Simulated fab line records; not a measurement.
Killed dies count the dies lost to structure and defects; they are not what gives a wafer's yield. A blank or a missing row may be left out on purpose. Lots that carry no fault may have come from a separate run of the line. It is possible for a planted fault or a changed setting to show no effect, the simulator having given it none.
One fault seen from 2 desks :: flow sky130 :: what lay behind the numbers comes last; until then each desk has only its own

== TOOL OWNER'S DESK, lithoTrack-02 ==
The tool's own readings at SKY_METAL1_DEVELOP_14 (develop time 60 s): means of the sampled wafers that have a number, for each lot that ran on this tool. Marked OUT: a lot whose mean sits more than 4 standard deviations from the usual mean, which makes it out of limits; the brackets give that distance.
Columns: A = chillPlateTempC at SKY_METAL1_DEVELOP_14, usual 22.98 C
lot: L705
first seen here: day 34 13:00
A: 22.93

lot: L707
first seen here: day 35 03:00
A: 22.94

lot: L712
first seen here: day 37 01:00
A: 23.02
This desk's finding: nothing out of limits on any of the 3 lots.

== THE METROLOGY DESK ==
Means of the sampled wafers that have a number, per lot and without regard to the tool the lot ran on: this is what the gauges read. Marked OUT: a lot whose mean sits more than 4 standard deviations from the usual mean, which makes it out of limits; the brackets give that distance.
Columns: A = METAL1_ALCU_RS at SKY_METAL1_RS_MEAS_05, usual 0.1274 ohm/sq; B = METAL1_ALCU_THK at SKY_METAL1_THK_MEAS_06, usual 251 nm; C = cdNm at SKY_METAL1_CD_MEAS_15, usual 139.1 nm
lot: L705
first seen here: day 33 11:55
A: 0.1261
B: 255
C: 138.2

lot: L707
first seen here: day 34 00:57
A: 0.1279
B: 248
C: 139.6

lot: L709
first seen here: day 34 20:25
A: 0.1265
B: 251
C: -

lot: L710
first seen here: day 35 03:52
A: 0.1274
B: 252
C: -

lot: L712
first seen here: day 35 23:41
A: 0.1311
B: 244
C: 138.9

lot: L719
first seen here: day 38 06:26
A: 0.1274
B: 253
C: 136.4
This desk's finding: nothing out of limits on any of the 6 lots.

== TAKEN TOGETHER ==
The tool owner's desk saw nothing out of limits.
Nothing out of limits was seen by the metrology desk.

== WHAT HAD BEEN PUT IN BY THE SIMULATOR ==
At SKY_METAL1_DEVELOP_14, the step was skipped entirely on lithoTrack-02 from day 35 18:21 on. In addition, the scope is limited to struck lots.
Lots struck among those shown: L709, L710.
